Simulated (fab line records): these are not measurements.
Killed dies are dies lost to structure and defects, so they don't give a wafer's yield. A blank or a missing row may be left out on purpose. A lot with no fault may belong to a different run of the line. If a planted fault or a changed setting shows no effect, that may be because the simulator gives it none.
The tool behind it: which one? || flow gf180mcu || 6 lots with 18 wafers sampled at 3 steps, on a route of 602 steps

## WHAT THE GAUGES SHOWED, per wafer
GF_CONTACT_CD_MEAS_14: target cd 220 nm.
{"lot": "L639", "measured": "day 16 18:06", "on": "cd_sem-02", "cd_nm (nm)": "218.4 219.4 220.1"}
{"lot": "L637", "measured": "day 16 21:56", "on": "cd_sem-01", "cd_nm (nm)": "220.2 219.5 219.9"}
{"lot": "L642", "measured": "day 17 01:13", "on": "cd_sem-01", "cd_nm (nm)": "218.4 220.3 218.1"}
{"lot": "L649", "measured": "day 19 15:14", "on": "cd_sem-02", "cd_nm (nm)": "220.1 217.5 198.7"}
{"lot": "L657", "measured": "day 22 17:17", "on": "cd_sem-01", "cd_nm (nm)": "218.2 220.0 218.5"}
{"lot": "L659", "measured": "day 23 09:16", "on": "cd_sem-02", "cd_nm (nm)": "220.5 221.4 221.0"}

## WHICH TOOL RAN EACH LOT (tool, then ch and the chambers of the sampled wafers, then the start)
{"lot": "L639", "GF_NSD_STRIP_11": "plasma_asher-03 ch 0,1, day 13 22:02", "GF_CONTACT_EXPOSE_11": "krf_scanner-02 ch 0, day 16 06:36"}
{"lot": "L637", "GF_NSD_STRIP_11": "plasma_asher-03 ch 0,1, day 14 00:42", "GF_CONTACT_EXPOSE_11": "krf_scanner-02 ch 0, day 16 10:35"}
{"lot": "L642", "GF_NSD_STRIP_11": "plasma_asher-03 ch 0,1, day 14 05:08", "GF_CONTACT_EXPOSE_11": "krf_scanner-01 ch 0, day 16 14:32"}
{"lot": "L649", "GF_NSD_STRIP_11": "plasma_asher-04 ch 0,1, day 16 10:37", "GF_CONTACT_EXPOSE_11": "krf_scanner-02 ch 0, day 19 02:02"}
{"lot": "L657", "GF_NSD_STRIP_11": "plasma_asher-04 ch 0,1, day 19 20:14", "GF_CONTACT_EXPOSE_11": "krf_scanner-01 ch 0, day 22 05:55"}
{"lot": "L659", "GF_NSD_STRIP_11": "plasma_asher-02 ch 0,1, day 20 11:56", "GF_CONTACT_EXPOSE_11": "krf_scanner-02 ch 0, day 22 22:56"}
- GF_NSD_STRIP_11: strips in O2/N2.
- GF_CONTACT_EXPOSE_11: exposes mask Contact, target cd 220 nm.

## THE ANSWER, worked out from the rows above alone
Rule: the lots themselves supply what counts as usual. The widest of any qualifying gaps counts: lots, ordered by their means at a reading, are off when they make up no more than a third of the lots, leave a main group of 4 or more, and stand apart from it by 3 or more times the standard deviation of that group's means. The tables above print the reading to a certain number of digits; a main group whose means all agree to those digits is not used. Also off: a lot with no number at a reading for which 4 or more lots have one. Any other lot the step has rows for is counted as sound.
Off, at GF_CONTACT_CD_MEAS_14 on cd_nm: L649. The main group has a mean of 219.6 nm with a standard deviation of 0.77.
If a tool, at a process step before that reading, ran all the lots that are off and no sound lot after the first of them, it fits. Those tools and the gauges at GF_CONTACT_CD_MEAS_14 are tried in the same way. None of those tried fits.

## WHAT THE SIMULATOR HAD INSERTED
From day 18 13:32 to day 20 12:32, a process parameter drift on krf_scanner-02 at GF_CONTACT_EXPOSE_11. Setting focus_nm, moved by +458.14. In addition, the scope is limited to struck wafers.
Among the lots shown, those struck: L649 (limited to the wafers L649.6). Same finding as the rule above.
